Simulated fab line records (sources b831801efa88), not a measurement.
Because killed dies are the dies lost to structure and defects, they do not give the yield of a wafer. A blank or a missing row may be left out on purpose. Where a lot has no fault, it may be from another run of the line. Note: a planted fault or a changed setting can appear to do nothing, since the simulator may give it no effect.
Check of tool commonality :: flow gf180mcu :: Lots sampled 12, wafers sampled 36

## WHAT PROMPTED THE OPENING
GF_M1_RS_MEAS_05, reading M1_ALCU_RS: flagged on 2 of 12 lots. Fault-free wafers read 0.0695 ohm/sq, with a standard deviation of 0.00092.
Rule: a lot gets a flag if all its wafers with a number sit over 4 standard deviations from that mean, or if no wafer of it has a number. All remaining lots are regarded as sound.

lot: L203
measured: day 15 21:09
on: film metro-04
M1_ALCU_RS (ohm/sq), wafer by wafer: 0.0695 0.0701 0.0699
flag: 

lot: L204
measured: day 16 08:53
on: film metro-02
M1_ALCU_RS (ohm/sq), wafer by wafer: 0.0716 0.0715 0.0694
flag: 

lot: L205
measured: day 16 17:08
on: film metro-02
M1_ALCU_RS (ohm/sq), wafer by wafer: 0.0691 0.0683 0.0693
flag: 

lot: L207
measured: day 17 09:47
on: film metro-04
M1_ALCU_RS (ohm/sq), wafer by wafer: 0.0691 0.0682 0.0694
flag: 

lot: L208
measured: day 17 16:25
on: film metro-01
M1_ALCU_RS (ohm/sq), wafer by wafer: 0.0698 0.0684 0.0693
flag: 

lot: L210
measured: day 19 02:18
on: film metro-02
M1_ALCU_RS (ohm/sq), wafer by wafer: 0.0718 0.0704 0.0713
flag: 

lot: L213
measured: day 20 18:09
on: film metro-04
M1_ALCU_RS (ohm/sq), wafer by wafer: 0.0701 0.0696 0.0709
flag: 

lot: L216
measured: day 21 07:39
on: film metro-04
M1_ALCU_RS (ohm/sq), wafer by wafer: 0.0774 0.0760 0.0780
flag: FLAGGED

lot: L218
measured: day 21 23:58
on: film metro-04
M1_ALCU_RS (ohm/sq), wafer by wafer: 0.0765 0.0786 0.0790
flag: FLAGGED

lot: L221
measured: day 22 16:18
on: film metro-04
M1_ALCU_RS (ohm/sq), wafer by wafer: 0.0684 0.0681 0.0675
flag: 

lot: L224
measured: day 23 13:49
on: film metro-04
M1_ALCU_RS (ohm/sq), wafer by wafer: 0.0691 0.0697 0.0693
flag: 

lot: L226
measured: day 24 06:07
on: film metro-02
M1_ALCU_RS (ohm/sq), wafer by wafer: 0.0696 0.0693 0.0695
flag: 
On average the flagged lots' numbers are 0.0776 ohm/sq, which is +0.0081 ohm/sq against the usual, or +9 standard deviations.

## WHICH TOOL RAN EACH LOT
2 process steps preceding the reading are held in the record, out of 602 steps in the route. Cell contents, in order: the tool; ch with the chambers the sampled wafers went through; the start.
lot: L203
flag: 
GF_CONTACT_CVD_02: pecvd-03 ch 0,1,2, day 14 21:22
GF_M1_SPUTTER_02: pvd sputter-03, day 15 21:04

lot: L204
flag: 
GF_CONTACT_CVD_02: pecvd-02 ch 0,1, day 15 08:53
GF_M1_SPUTTER_02: pvd sputter-01, day 16 08:48

lot: L205
flag: 
GF_CONTACT_CVD_02: pecvd-01 ch 0,2, day 15 16:43
GF_M1_SPUTTER_02: pvd sputter-04, day 16 17:01

lot: L207
flag: 
GF_CONTACT_CVD_02: pecvd-03 ch 0,1, day 16 09:27
GF_M1_SPUTTER_02: pvd sputter-04, day 17 09:41

lot: L208
flag: 
GF_CONTACT_CVD_02: pecvd-03 ch 0,1,2, day 16 15:54
GF_M1_SPUTTER_02: pvd sputter-04, day 17 16:17

lot: L210
flag: 
GF_CONTACT_CVD_02: pecvd-01 ch 0,1, day 18 00:22
GF_M1_SPUTTER_02: pvd sputter-01, day 19 02:11

lot: L213
flag: 
GF_CONTACT_CVD_02: pecvd-01 ch 0,1, day 19 16:43
GF_M1_SPUTTER_02: pvd sputter-01, day 20 18:01

lot: L216
flag: FLAGGED
GF_CONTACT_CVD_02: pecvd-01 ch 0,2, day 20 05:49
GF_M1_SPUTTER_02: pvd sputter-04, day 21 07:34

lot: L218
flag: FLAGGED
GF_CONTACT_CVD_02: pecvd-03 ch 0,2, day 20 22:05
GF_M1_SPUTTER_02: pvd sputter-04, day 21 23:51

lot: L221
flag: 
GF_CONTACT_CVD_02: pecvd-03 ch 0,1,2, day 21 14:59
GF_M1_SPUTTER_02: pvd sputter-03, day 22 16:13

lot: L224
flag: 
GF_CONTACT_CVD_02: pecvd-03 ch 1,2, day 22 12:46
GF_M1_SPUTTER_02: pvd sputter-03, day 23 13:42

lot: L226
flag: 
GF_CONTACT_CVD_02: pecvd-02 ch 0,1,2, day 23 05:12
GF_M1_SPUTTER_02: pvd sputter-03, day 24 06:01
These steps, and what they do:
- GF_CONTACT_CVD_02: deposits SiO2 from TEOS, target thk 860 nm, time 95.992 s.
- GF_M1_SPUTTER_02: material AlCu, target thk 450 nm, time 23.9 s.
- GF_M1_RS_MEAS_05: measures by four-point-probe.

## FLAGGED OVER TOTAL, TOOL BY TOOL (the gauges that took the reading come last)
step: GF_CONTACT_CVD_02
tool: pecvd-01
lots run: 4
flagged: 1
share of the flagged lots: some
sound lots run after its first flagged lot: 0

step: GF_CONTACT_CVD_02
tool: pecvd-02
lots run: 2
flagged: 0
share of the flagged lots: none
sound lots run after its first flagged lot: -

step: GF_CONTACT_CVD_02
tool: pecvd-03
lots run: 6
flagged: 1
share of the flagged lots: some
sound lots run after its first flagged lot: 2 (L221,L224)

step: GF_M1_SPUTTER_02
tool: pvd sputter-01
lots run: 3
flagged: 0
share of the flagged lots: none
sound lots run after its first flagged lot: -

step: GF_M1_SPUTTER_02
tool: pvd sputter-03
lots run: 4
flagged: 0
share of the flagged lots: none
sound lots run after its first flagged lot: -

step: GF_M1_SPUTTER_02
tool: pvd sputter-04
lots run: 5
flagged: 2
share of the flagged lots: all
sound lots run after its first flagged lot: 0

step: GF_M1_RS_MEAS_05
tool: film metro-01
lots run: 1
flagged: 0
share of the flagged lots: none
sound lots run after its first flagged lot: -

step: GF_M1_RS_MEAS_05
tool: film metro-02
lots run: 4
flagged: 0
share of the flagged lots: none
sound lots run after its first flagged lot: -

step: GF_M1_RS_MEAS_05
tool: film metro-04
lots run: 7
flagged: 2
share of the flagged lots: all
sound lots run after its first flagged lot: 2 (L221,L224)

## WHAT THE TABLE ALLOWS
pvd sputter-04 at GF_M1_SPUTTER_02 and film metro-04 at GF_M1_RS_MEAS_05 are the 2 rows of the table that ran each flagged lot.
- pvd sputter-04 at GF_M1_SPUTTER_02 ran 5 lots, 2 of them flagged. It ran its last sound lot, L208, at day 17 16:17 and its first flagged lot, L216, at day 21 07:34: a fault with its onset between the two fits.
- film metro-04 at GF_M1_RS_MEAS_05 ran 7 lots, 2 of them flagged. Lots that were sound ran on it after the first flagged one (L221, L224); a persistent fault on the entire tool would not allow that.
pvd sputter-04 at GF_M1_SPUTTER_02 is the single tool remaining.

## WHAT THE SIMULATOR PUT IN
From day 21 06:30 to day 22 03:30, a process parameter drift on pvd sputter-04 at GF_M1_SPUTTER_02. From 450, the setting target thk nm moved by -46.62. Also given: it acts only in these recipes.
Lots struck among those shown: L216, L218. The rule above found the same.
